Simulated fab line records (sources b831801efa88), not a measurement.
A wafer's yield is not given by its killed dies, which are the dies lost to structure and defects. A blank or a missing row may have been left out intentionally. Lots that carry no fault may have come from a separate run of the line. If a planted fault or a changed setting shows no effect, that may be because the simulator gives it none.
Chamber matching -- flow sky130 -- cmp-01 running SKY_CONTACT_CMP_04: 4 sister chambers
The step polishes SiO2. 14 wafers are shown with their chamber, then 7 later ones without.

## WAFERS PAIRED WITH THEIR CHAMBERS
wafer,chamber,motor current A (A),time to endpoint s (s)
L727.1,2,12.2,84
L727.4,0,10.6,83
L727.6,2,11.6,87
L728.1,0,10.0,79
L728.2,1,11.3,78
L728.6,2,11.9,78
L735.3,1,11.2,81
L735.5,2,11.9,80
L735.6,1,11.7,82
L736.2,1,11.5,83
L736.3,3,11.5,76
L736.5,2,12.1,77
L747.1,1,11.7,83
L747.3,2,11.4,86

SIGNATURES, as means of the wafers listed above
reading,chamber 0,chamber 1,chamber 2,chamber 3,scatter within a chamber
motor current A,10.300,11.480,11.850,11.500,0.29
time to endpoint s,81.00,81.40,82.00,76.00,3.39
Rule: a wafer lies at a distance from a chamber equal to the root of the sum of squares, over the readings, of (its reading less the chamber's mean, divided by the reading's scatter). The wafer belongs to the nearest chamber; if the next one is less than 2 further off, it can't be placed. The scatter: the root of (the sum of the squares of (reading less its chamber's mean) over the shown wafers, divided by (wafers less chambers)).

## WAFERS WHOSE CHAMBER IS MISSING
wafer,motor current A (A),time to endpoint s (s)
L747.5,11.2,82
L748.1,11.4,83
L748.3,12.2,78
L748.6,10.5,84
L749.2,12.0,79
L749.3,11.2,79
L749.5,12.6,83

## WHICH CHAMBER EACH WENT THROUGH
wafer,from the rows above,in truth
L747.5,can't be placed: 1 or 3 or 2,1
L748.1,can't be placed: 1 or 2 or 3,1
L748.3,can't be placed: 2 or 3 or 1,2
L748.6,0,0
L749.2,can't be placed: 2 or 1 or 3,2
L749.3,can't be placed: 1 or 3 or 2 or 0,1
L749.5,can't be placed: 2 or 1 or 3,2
1 of 7 placed correctly. Not placeable from these rows: 6 (in 6, the candidates include the true chamber). Number placed wrongly: 0.
